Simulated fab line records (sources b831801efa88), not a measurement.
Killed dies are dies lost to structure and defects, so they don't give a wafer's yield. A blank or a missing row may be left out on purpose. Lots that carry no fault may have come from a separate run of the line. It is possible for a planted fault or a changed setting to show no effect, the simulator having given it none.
Matching of chambers || flow gf180mcu || 4 sister chambers for GF_V5_CMP_26 on cmp-02
The step polishes, stops on SiO2, t overpolish 15 s, target thk 0 nm. 4 wafers are shown with their chamber, then 8 later ones without.

== WAFERS PAIRED WITH THEIR CHAMBERS ==
{"wafer": "L704.3", "chamber": 1, "motor-current-A (A)": 10.6}
{"wafer": "L709.1", "chamber": 3, "motor-current-A (A)": 11.5}
{"wafer": "L709.2", "chamber": 2, "motor-current-A (A)": 10.0}
{"wafer": "L714.2", "chamber": 0, "motor-current-A (A)": 12.8}

== WAFERS WITH NO CHAMBER GIVEN ==
{"wafer": "L714.4", "motor-current-A (A)": 10.4}
{"wafer": "L714.5", "motor-current-A (A)": 10.1}
{"wafer": "L715.2", "motor-current-A (A)": 11.9}
{"wafer": "L715.4", "motor-current-A (A)": 10.2}
{"wafer": "L715.6", "motor-current-A (A)": 13.1}
{"wafer": "L720.1", "motor-current-A (A)": 12.0}
{"wafer": "L720.4", "motor-current-A (A)": 10.7}
{"wafer": "L720.5", "motor-current-A (A)": 10.4}

== CHAMBER TAKEN BY EACH ==
{"wafer": "L714.4", "from the rows above": "can't be placed: 1 or 2", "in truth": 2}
{"wafer": "L714.5", "from the rows above": "can't be placed: 2 or 1", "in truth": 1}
{"wafer": "L715.2", "from the rows above": "can't be placed: 3 or 0", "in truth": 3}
{"wafer": "L715.4", "from the rows above": "can't be placed: 2 or 1", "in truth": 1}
{"wafer": "L715.6", "from the rows above": 0, "in truth": 0}
{"wafer": "L720.1", "from the rows above": "can't be placed: 3 or 0", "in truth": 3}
{"wafer": "L720.4", "from the rows above": 1, "in truth": 1}
{"wafer": "L720.5", "from the rows above": "can't be placed: 1 or 2", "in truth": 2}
Placed correctly: 2 of 8. From these rows, 6 cannot be placed; in 6 the true chamber is one of the candidates. 0 placed wrongly.
How it was worked out, from the rows above alone: a wafer's distance from a chamber is the root of the sum, over the readings, of the square of ((its reading less the chamber's mean) divided by the reading's scatter). If the next closest chamber is less than 2 further off than the closest, the wafer can't be placed; otherwise it belongs to the closest. A chamber's mean is the mean of its shown wafers. The scatter (one wafer shown for each chamber): square how far every hidden wafer sits from the nearest shown wafer, average those squares and take the square root.
